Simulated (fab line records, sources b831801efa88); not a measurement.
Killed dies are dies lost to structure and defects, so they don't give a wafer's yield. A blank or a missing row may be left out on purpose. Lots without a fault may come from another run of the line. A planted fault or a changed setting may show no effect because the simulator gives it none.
Chamber matching | flow gf180mcu | GF_V3_CMP_26 on cmp-01: 4 sister chambers
The step polishes, stops on SiO2, t overpolish 15 s, target thk 0 nm. 8 wafers are shown with their chamber, then 12 later ones without.

WAFERS WITH THEIR CHAMBER
wafer  | chamber | motor_current_A (A) | time_to_endpoint_s (s)
L084.2 | 2       | 12.0                | 84
L086.1 | 2       | 12.0                | 92
L089.1 | 1       | 11.6                | 90
L089.2 | 0       | 10.2                | 91
L089.6 | 3       | 11.2                | 91
L090.1 | 3       | 11.6                | 86
L090.2 | 0       | 10.1                | 92
L090.5 | 1       | 11.9                | 88

WAFERS WITHOUT THEIR CHAMBER
wafer  | motor_current_A (A) | time_to_endpoint_s (s)
L092.3 | 11.7                | 87
L092.5 | 12.0                | 95
L092.6 | 11.6                | 89
L093.1 | 11.4                | 84
L093.3 | 11.7                | 87
L093.4 | 11.4                | 84
L094.1 | 12.2                | 88
L094.3 | 12.0                | 86
L094.6 | 9.9                 | 88
L095.1 | 11.8                | 80
L095.3 | 11.0                | 85
L095.6 | 11.8                | 83

WHICH CHAMBER EACH WENT THROUGH
wafer  | from the rows above          | in truth
L092.3 | can't be placed: 1 or 2 or 3 | 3
L092.5 | can't be placed: 2 or 1 or 3 | 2
L092.6 | can't be placed: 1 or 3 or 2 | 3
L093.1 | can't be placed: 3 or 1      | 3
L093.3 | can't be placed: 1 or 2 or 3 | 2
L093.4 | can't be placed: 3 or 1      | 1
L094.1 | can't be placed: 2 or 1      | 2
L094.3 | can't be placed: 2 or 1      | 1
L094.6 | 0                            | 0
L095.1 | can't be placed: 2 or 1 or 3 | 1
L095.3 | can't be placed: 3 or 1      | 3
L095.6 | can't be placed: 1 or 2 or 3 | 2
Placed correctly: 1 of 12. Can't be placed from these rows: 11 (the true chamber is among the candidates in 11). Placed wrongly: 0.
How it was worked out, from the rows above alone: a wafer's distance from a chamber is the root of the sum, over the readings, of the square of ((its reading less the chamber's mean) divided by the reading's scatter). The wafer belongs to the nearest chamber; if the next one is less than 2 further off, it can't be placed. A chamber's mean is the mean of its shown wafers. The scatter: the root of (the sum of the squares of (reading less its chamber's mean) over the shown wafers, divided by (wafers less chambers)).
